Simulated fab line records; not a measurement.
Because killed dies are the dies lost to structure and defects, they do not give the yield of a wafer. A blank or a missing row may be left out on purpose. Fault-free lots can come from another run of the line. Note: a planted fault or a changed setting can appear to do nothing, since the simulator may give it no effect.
fab line records + flow sky130
[record]
- lots = 5
- wafers = 15
- last_day = 50
route steps=708 shown PWDE@48 NWELL@56 PAD_OPEN@708
lots that met no fault: from a run of the same line without faults
start_h: the number of hours between the record's first day and the start of the first shown wafer of the lot + wait_h: time in hours since the lot's previous step + " same as the row above + L1.1+2: a single row standing in for several wafers + - no value, or no start was given + * or withheld: withheld + < > ~ a bound
route shown NAME@n: a module of which the file shows steps, and the number in the route of the first + usual: mean/standard deviation of fault-free wafers + same: alike in all rows + chamber/n: place in a boat + sites: per-site readings + _std_site: their standard deviation + _edge_site: mean of outer sites minus mean of inner sites + radius_mm: how far each site lies from the wafer's centre + mask NAME#n: copy n + behind: the last tool/chamber to shape the wafer + hold: why the lot went on hold/how many hours it stayed there/how the hold came to an end + device: the n, p or np transistor that did not switch + end of line: the route-end tests of the same wafers + where a step has no rows: the recipe by itself + killed: not the wafer's yield, but the dies lost to structure and defects at the first sort + map: shows each die of a wafer: x if killed, . if not, _ if none is there
set.NAME: the setting that was run; set.NAME@STEP: the one run at that earlier step + model.NAME: the simulator's own value behind a step, which no gauge read
a table for each step, a row for each wafer; lots at some steps of the route
services: from which hour (start_h, from the record's first day; less than 0 if before it) a tool's chamber was out of use, for how many hours, and why
[[steps]]
[step SKY_PWDE_SOFTBAKE_03]
[recipe]
- temp_c = 110
- time_s = withheld
[step SKY_PWDE_EXPOSE_04]
[recipe]
- mask_id = PWDEM
- na = 0.6
- source_shape = conventional
- sigma_outer = 0.6
- polarization = unpolarized
- target_cd_nm = 840
- dose_mj = 214
[step SKY_PWDE_PEB_05]
[recipe]
- temp_c = 115
- time_s = withheld
[step SKY_PWDE_DEVELOP_06]
[recipe]
- wall_angle_deg = 90
- developer = TMAH
- develop_time_s = 60
- dev_temp_c = 23
[step SKY_PWDE_OVL_MEAS_07]
[usual]
- PWDE_OVL = 0.8/1.3
| lot.wafer | tool       | chamber | start_h | wait_h | PWDE_OVL[nm] |
|-----------|------------|---------|---------|--------|--------------|
| L232.1    | overlay-01 | -       | 109.14  | -      | 1.5          |
| L232.4    | "          | -       | "       | "      | -0.9         |
| L232.5    | "          | -       | "       | "      | 2.1          |
| L234.3    | overlay-02 | -       | 121.95  | -      | 1.3          |
| L234.5    | "          | -       | "       | "      | 2.1          |
| L234.6    | "          | -       | "       | "      | 2.0          |
| L239.1    | overlay-01 | -       | 157.39  | -      | 0.9          |
| L239.3    | "          | -       | "       | "      | 0.9          |
| L239.4    | "          | -       | "       | "      | 2.6          |
| L244.4    | overlay-02 | -       | 179.31  | -      | 0.6          |
| L244.5    | "          | -       | "       | "      | -0.3         |
| L244.6    | "          | -       | "       | "      | 0.9          |
| L248.1    | overlay-01 | -       | 199.64  | -      | -0.7         |
| L248.2    | "          | -       | "       | "      | 1.2          |
| L248.4    | "          | -       | "       | "      | 0.8          |
[step SKY_PWDE_IMPLANT_08]
[recipe]
- species = B
- energy_kev = 150
- dose_cm2 = 3.6e+12
- tilt_deg = withheld
[step SKY_PWDE_STRIP_09]
[recipe]
- chemistry = O2/N2
- power_w = 1400
- pressure_mtorr = 1500
- platen_temp_c = withheld
- o2_flow_sccm = 3000
- n2_flow_sccm = 300
- overash_fraction = 0.5
[usual]
- drypump_motor_current_A = 5.38/0.2
- o2_flow_sccm = 3000/8.8
- oes_product_au = 0.722/0.0044
- strip_time_to_endpoint_s = 36.93/0.11
| lot.wafer | tool            | chamber | start_h | wait_h | drypump_motor_current_A | o2_flow_sccm | oes_product_au | rf_hours_counter_h | strip_time_to_endpoint_s |
|-----------|-----------------|---------|---------|--------|-------------------------|--------------|----------------|--------------------|--------------------------|
| L232.1    | plasma_asher-02 | 1       | 109.33  | 0.1    | 5.48                    | 2999         | 0.720          | 41                 | 36.98                    |
| L232.4    | "               | 1       | "       | "      | 5.47                    | 2987         | 0.724          | -                  | 36.99                    |
| L232.5    | "               | 0       | "       | "      | 5.63                    | 2991         | 0.717          | -                  | 36.86                    |
| L234.3    | plasma_asher-01 | 0       | 122.16  | 0.1    | 5.44                    | 3018         | 0.726          | -                  | 36.78                    |
| L234.5    | "               | 1       | "       | "      | 5.47                    | 2996         | 0.721          | -                  | 36.80                    |
| L234.6    | "               | 0       | "       | "      | 5.44                    | 3022         | 0.730          | -                  | 36.80                    |
| L239.1    | plasma_asher-02 | 1       | 157.58  | 0.1    | 5.47                    | 2993         | 0.721          | 46                 | 36.97                    |
| L239.3    | "               | 1       | "       | "      | 5.48                    | 2995         | 0.721          | -                  | 36.93                    |
| L239.4    | "               | 0       | "       | "      | 5.61                    | 2983         | 0.720          | -                  | 36.87                    |
| L244.4    | plasma_asher-04 | 0       | 179.51  | 0.1    | 5.34                    | 3001         | 0.725          | -                  | 36.75                    |
| L244.5    | "               | 0       | "       | "      | 5.35                    | 3009         | 0.720          | -                  | 36.74                    |
| L244.6    | "               | 1       | "       | "      | 4.97                    | 2993         | 0.722          | -                  | 36.79                    |
| L248.1    | plasma_asher-02 | 0       | 199.83  | 0.1    | 5.62                    | 3008         | 0.720          | 49                 | 37.23                    |
| L248.2    | "               | 1       | "       | "      | 5.51                    | 2990         | 0.717          | 49                 | 37.15                    |
| L248.4    | "               | 0       | "       | "      | 5.66                    | 3019         | 0.726          | -                  | 37.02                    |
[step SKY_PWDE_TW_MEAS_10]
[usual]
- PWDE_TW = 374/4.6
| lot.wafer | tool          | chamber | start_h | wait_h | PWDE_TW |
|-----------|---------------|---------|---------|--------|---------|
| L232.1    | film_metro-04 | -       | 109.43  | 0.1    | 374     |
| L232.4    | "             | -       | "       | "      | 377     |
| L232.5    | "             | -       | "       | "      | 375     |
| L234.3    | film_metro-01 | -       | 122.25  | 0.1    | 368     |
| L234.5    | "             | -       | "       | "      | 369     |
| L234.6    | "             | -       | "       | "      | 370     |
| L239.1    | film_metro-04 | -       | 157.68  | 0.1    | 376     |
| L239.3    | "             | -       | "       | "      | 379     |
| L239.4    | "             | -       | "       | "      | 379     |
| L244.4    | film_metro-04 | -       | 179.61  | 0.1    | 380     |
| L244.5    | "             | -       | "       | "      | 379     |
| L244.6    | "             | -       | "       | "      | 379     |
| L248.1    | film_metro-04 | -       | 199.93  | 0.1    | 378     |
| L248.2    | "             | -       | "       | "      | 377     |
| L248.4    | "             | -       | "       | "      | 378     |
[step SKY_NWELL_DEHYDRATE_03]
[recipe]
- temp_c = 200
- time_s = 60
[step SKY_NWELL_HMDS_04]
[recipe]
- prime_time_s = 60
- prime_temp_c = 120
[step SKY_NWELL_COAT_05]
[recipe]
- spin_rpm = 2000
- resist_thk_nm = 3000
[step SKY_NWELL_SOFTBAKE_06]
[recipe]
- temp_c = 110
- time_s = withheld
[step SKY_NWELL_EXPOSE_07]
[recipe]
- mask_id = NWM
- na = 0.6
- source_shape = conventional
- sigma_outer = 0.6
- polarization = unpolarized
- target_cd_nm = 840
- dose_mj = 255
[usual]
- reticle_temp_C = 22.96/0.11
[same]
- sigma_outer = 0.6
| lot.wafer | tool             | chamber | start_h | wait_h | mask     | reticle_temp_C |
|-----------|------------------|---------|---------|--------|----------|----------------|
| L232.1    | iline_stepper-02 | 0       | 117.64  | -      | NWM#0    | 22.71          |
| L232.4    | "                | 0       | "       | "      | NWM#0    | 23.09          |
| L232.5    | "                | 0       | "       | "      | NWM#0    | 22.79          |
| L234.3    | iline_stepper-02 | 0       | 131.38  | -      | NWM#0    | 23.04          |
| L234.5    | "                | 0       | "       | "      | NWM#0    | 23.18          |
| L234.6    | "                | 0       | "       | "      | NWM#0    | 22.99          |
| L239.1    | iline_stepper-02 | 0       | 167.97  | -      | NWM_R1#0 | 22.69          |
| L239.3    | "                | 0       | "       | "      | NWM_R1#0 | 22.96          |
| L239.4    | "                | 0       | "       | "      | NWM_R1#0 | 22.94          |
| L244.4    | iline_stepper-01 | 0       | 190.66  | -      | NWM#0    | 23.09          |
| L244.5    | "                | 0       | "       | "      | NWM#0    | 23.02          |
| L244.6    | "                | 0       | "       | "      | NWM#0    | 22.93          |
| L248.1    | iline_stepper-01 | 0       | 210.92  | -      | NWM#0    | 22.88          |
| L248.2    | "                | 0       | "       | "      | NWM#0    | 22.98          |
| L248.4    | "                | 0       | "       | "      | NWM#0    | 23.00          |
[step SKY_NWELL_PEB_08]
[recipe]
- temp_c = 115
- time_s = withheld
[step SKY_PAD_OPEN_PROBE_99]
[usual]
- killed_at_M0_to_M3 = 42/6.7
- killed_at_M4_up = 3.4/2
- killed_at_contacts = 24/5.1
- killed_at_front_end = 14/4.2
- killed_at_other = 0.2/0.49
- killed_dies = 84/8.4
- killed_on_rim = 17/3.6
- killed_open = 46/7
- killed_short = 39/5.8
[same]
- gross_dies = 492
- killed_at_back_side = 0
| lot.wafer | tool      | chamber | start_h | wait_h | killed_at_M0_to_M3 | killed_at_M4_up | killed_at_contacts | killed_at_front_end | killed_at_other | killed_dies | killed_on_rim | killed_open | killed_short | model.etest.nfet_16v.r_on_ohm_um | model.etest.pfet_16v.r_on_ohm_um | model.etest.res_nwell.line_ohm_um | model.etest.res_nwell.width_nm | model.etest.res_iso_pwell.width_nm | model.etest.pfet_16v.drive_ua_um | model.etest.nfet_16v.drive_ua_um |
|-----------|-----------|---------|---------|--------|--------------------|-----------------|--------------------|---------------------|-----------------|-------------|---------------|-------------|--------------|----------------------------------|----------------------------------|-----------------------------------|--------------------------------|------------------------------------|----------------------------------|----------------------------------|
| L232.1    | prober-02 | -       | 1121.27 | 0.1    | 40                 | 6               | 21                 | 6                   | 0               | 73          | 18            | 37          | 36           | 1.41e+04                         | 1.515e+04                        | 1117                              | 826.1                          | 2638                               | 243.3                            | 226.7                            |
| L232.4    | prober-02 | -       | 1121.42 | 0.2    | 42                 | 0               | 20                 | 13                  | 0               | 75          | 10            | 41          | 34           | 1.402e+04                        | 1.513e+04                        | 1115                              | 827.3                          | 2649                               | 242.9                            | 227.8                            |
| L232.5    | prober-02 | -       | 1121.47 | 0.2    | 42                 | 1               | 32                 | 10                  | 0               | 85          | 13            | 49          | 36           | 1.418e+04                        | 1.509e+04                        | 1118                              | 822.3                          | 2662                               | 244.4                            | 224.4                            |
| L234.3    | prober-01 | -       | 1136.76 | 0.2    | 38                 | 5               | 26                 | 11                  | 0               | 80          | 16            | 45          | 35           | 1.374e+04                        | 1.476e+04                        | 1199                              | 821.2                          | 2664                               | 251.9                            | 225.5                            |
| L234.5    | prober-01 | -       | 1136.86 | 0.2    | 38                 | 5               | 26                 | 12                  | 1               | 82          | 22            | 43          | 39           | 1.379e+04                        | 1.468e+04                        | 1218                              | 819.8                          | 2676                               | 253.2                            | 222.7                            |
| L234.6    | prober-01 | -       | 1136.91 | 0.2    | 31                 | 5               | 28                 | 14                  | 0               | 78          | 19            | 43          | 35           | 1.38e+04                         | 1.467e+04                        | 1192                              | 822.3                          | 2653                               | 255.6                            | 223.9                            |
| L239.1    | prober-02 | -       | 1170.41 | 0.1    | 35                 | 3               | 22                 | 9                   | 1               | 70          | 12            | 35          | 35           | 1.457e+04                        | 1.441e+04                        | 1289                              | 734.6                          | 2721                               | 262.9                            | 219.9                            |
| L239.3    | prober-02 | -       | 1170.51 | 0.2    | 44                 | 1               | 22                 | 13                  | 1               | 81          | 13            | 42          | 39           | 1.445e+04                        | 1.418e+04                        | 1272                              | 732.4                          | 2714                               | 265.5                            | 220.4                            |
| L239.4    | prober-02 | -       | 1170.56 | 0.2    | 50                 | 2               | 28                 | 19                  | 0               | 99          | 17            | 54          | 45           | 1.448e+04                        | 1.436e+04                        | 1272                              | 737.1                          | 2716                               | 261.3                            | 218.3                            |
| L244.4    | prober-02 | -       | 1187.40 | 0.2    | 45                 | 5               | 24                 | 11                  | 0               | 85          | 15            | 50          | 35           | 1.394e+04                        | 1.508e+04                        | 1101                              | 836.1                          | 2640                               | 245.9                            | 221.4                            |
| L244.5    | prober-02 | -       | 1187.45 | 0.2    | 38                 | 6               | 28                 | 16                  | 1               | 89          | 22            | 45          | 44           | 1.405e+04                        | 1.494e+04                        | 1080                              | 832                            | 2635                               | 243.4                            | 222.4                            |
| L244.6    | prober-02 | -       | 1187.50 | 0.2    | 29                 | 1               | 27                 | 16                  | 0               | 73          | 11            | 40          | 33           | 1.416e+04                        | 1.487e+04                        | 1072                              | 837.5                          | 2648                               | 246.7                            | 219.5                            |
| L248.1    | prober-01 | -       | 1207.42 | 0.1    | 40                 | 9               | 25                 | 12                  | 0               | 86          | 24            | 40          | 46           | 1.443e+04                        | 1.546e+04                        | 1084                              | 843.9                          | 2641                               | 239.3                            | 214.8                            |
| L248.2    | prober-01 | -       | 1207.47 | 0.1    | 53                 | 2               | 29                 | 14                  | 0               | 98          | 17            | 55          | 43           | 1.424e+04                        | 1.494e+04                        | 1053                              | 840.4                          | 2652                               | 245.9                            | 218.9                            |
| L248.4    | prober-01 | -       | 1207.57 | 0.2    | 45                 | 2               | 23                 | 11                  | 0               | 81          | 17            | 50          | 31           | 1.436e+04                        | 1.475e+04                        | 1055                              | 838.9                          | 2644                               | 244.5                            | 216.8                            |
// killed by level:class
L232.1 VIA1:geometric_particle:open=10 VIA3:geometric_particle:open=7 CONTACT:geometric_particle:open=6 VIA3:geometric_particle:short=5 LI_CONTACT:geometric_particle:open=5 METAL4:geometric_particle:short=5 LI_CONTACT:geometric_particle:short=4 METAL2:geometric_particle:short=4
L232.4 VIA1:geometric_particle:open=15 LI_CONTACT:geometric_particle:open=5 METAL2:geometric_particle:short=5 FIELD_ISO:geometric_particle:short=4 POLY_GATE:geometric_particle:open=4 CONTACT:geometric_particle:short=4 CONTACT:geometric_particle:open=4 METAL1:geometric_particle:short=4
L232.5 LI_CONTACT:geometric_particle:open=10 VIA1:geometric_particle:open=10 CONTACT:geometric_particle:short=8 VIA3:geometric_particle:open=8 CONTACT:geometric_particle:open=6 VIA2:geometric_particle:open=6 METAL1:geometric_particle:short=5 FIELD_ISO:geometric_particle:short=4
L234.3 CONTACT:geometric_particle:open=13 VIA3:geometric_particle:open=10 VIA1:geometric_particle:open=7 CONTACT:geometric_particle:short=6 VIA1:geometric_particle:short=6 LI_CONTACT:geometric_particle:open=5 FIELD_ISO:geometric_particle:open=4 FIELD_ISO:geometric_particle:short=3
L234.5 CONTACT:geometric_particle:open=9 LI_CONTACT:geometric_particle:open=8 VIA1:geometric_particle:open=8 METAL1:geometric_particle:short=6 LOCAL_INTERCONNECT:geometric_particle:short=5 VIA3:geometric_particle:open=5 METAL2:geometric_particle:short=5 METAL3:geometric_particle:short=4
L234.6 LI_CONTACT:geometric_particle:open=13 VIA1:geometric_particle:open=8 POLY_GATE:geometric_particle:short=6 CONTACT:geometric_particle:open=6 CONTACT:geometric_particle:short=5 METAL1:geometric_particle:short=4 VIA2:geometric_particle:short=4 VIA3:geometric_particle:open=4
L239.1 CONTACT:geometric_particle:open=9 METAL2:geometric_particle:short=8 VIA2:geometric_particle:open=7 CONTACT:geometric_particle:short=5 VIA3:geometric_particle:open=5 LOCAL_INTERCONNECT:geometric_particle:short=4 VIA1:geometric_particle:open=4 METAL3:geometric_particle:short=4
L239.3 VIA1:geometric_particle:open=10 LI_CONTACT:geometric_particle:open=8 VIA1:geometric_particle:short=8 CONTACT:geometric_particle:open=6 METAL1:geometric_particle:short=6 VIA3:geometric_particle:open=6 VIA2:geometric_particle:open=5 FIELD_ISO:geometric_particle:short=3
L239.4 VIA1:geometric_particle:open=16 CONTACT:geometric_particle:open=9 METAL2:geometric_particle:short=9 FIELD_ISO:geometric_particle:short=7 LI_CONTACT:geometric_particle:open=7 VIA1:geometric_particle:short=6 VIA3:geometric_particle:open=5 POLY_GATE:geometric_particle:open=4
L244.4 VIA1:geometric_particle:open=10 CONTACT:geometric_particle:open=8 VIA3:geometric_particle:open=8 LI_CONTACT:geometric_particle:open=7 VIA2:geometric_particle:open=6 VIA1:geometric_particle:short=6 METAL2:geometric_particle:short=6 METAL4:geometric_particle:short=4
L244.5 CONTACT:geometric_particle:short=9 CONTACT:geometric_particle:open=7 VIA3:geometric_particle:open=7 FIELD_ISO:geometric_particle:open=6 VIA2:geometric_particle:open=6 METAL4:geometric_particle:short=6 LI_CONTACT:geometric_particle:open=5 VIA1:geometric_particle:open=5
L244.6 VIA1:geometric_particle:open=8 LI_CONTACT:geometric_particle:open=8 CONTACT:geometric_particle:open=8 CONTACT:geometric_particle:short=6 POLY_GATE:geometric_particle:short=5 LI_CONTACT:geometric_particle:short=5 VIA1:geometric_particle:short=5 FIELD_ISO:geometric_particle:open=4
L248.1 METAL4:geometric_particle:short=9 LI_CONTACT:geometric_particle:open=8 CONTACT:geometric_particle:short=8 METAL2:geometric_particle:short=8 CONTACT:geometric_particle:open=6 METAL1:geometric_particle:open=6 METAL1:geometric_particle:short=4 VIA1:geometric_particle:open=4
L248.2 VIA1:geometric_particle:open=12 CONTACT:geometric_particle:open=10 LI_CONTACT:geometric_particle:open=8 METAL1:geometric_particle:short=7 VIA3:geometric_particle:open=7 POLY_GATE:geometric_particle:short=5 CONTACT:geometric_particle:short=5 METAL2:geometric_particle:short=5
L248.4 VIA1:geometric_particle:open=13 CONTACT:geometric_particle:open=10 LI_CONTACT:geometric_particle:open=7 VIA1:geometric_particle:short=5 VIA2:geometric_particle:open=5 FIELD_ISO:geometric_particle:open=4 VIA3:geometric_particle:open=4 METAL1:geometric_particle:short=4
[[services]]
| tool             | chamber | start_h | hours | kind       |
|------------------|---------|---------|-------|------------|
| plasma_asher-01  | -       | 93.36   | 2.8   | pm         |
| plasma_asher-01  | -       | 108.75  | 9.0   | pm         |
| plasma_asher-01  | 0       | 108.75  | 9.0   | vent_cycle |
| plasma_asher-01  | 1       | 108.75  | 9.0   | vent_cycle |
| plasma_asher-01  | 0       | 117.75  | -     | clean      |
| plasma_asher-01  | 1       | 117.75  | -     | clean      |
| iline_stepper-02 | -       | 140.16  | 1.2   | repair     |
| plasma_asher-02  | -       | 158.28  | 8.8   | repair     |
| iline_stepper-02 | -       | 186.65  | 2.8   | repair     |
| plasma_asher-02  | -       | 191.94  | 1.1   | repair     |
[[key]]
[first_sign]
- step = SKY_NWELL_EXPOSE_07
- reading = mask
- direction = changed
effect none on later readings
[model_effect]
- step = SKY_PAD_OPEN_PROBE_99
- value = etest.nfet_16v.r_on_ohm_um
- without = 1.395e+04
- struck = 1.45e+04
met_at SKY_NWELL_EXPOSE_07
struck_wafers L239.1,L239.3,L239.4
tester_left_out L239
onset_between 131.38 167.97
[fault]
- kind = wrong_mask
- tool = any
- chamber = -
- onset_h = 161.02
- steps = SKY_NWELL_EXPOSE_07
- aux_copy = NWM_R1#0
- cd_offset_nm = -101
- scope = struck_lots_only
// tester_left_out: of these lots the tester's yield and bins aren't shown, on N5 and GAA mostly nor the transistor test; their killed dies are dies lost to structure and defects alone, not to doping, threshold or leakage, so they don't give the yield
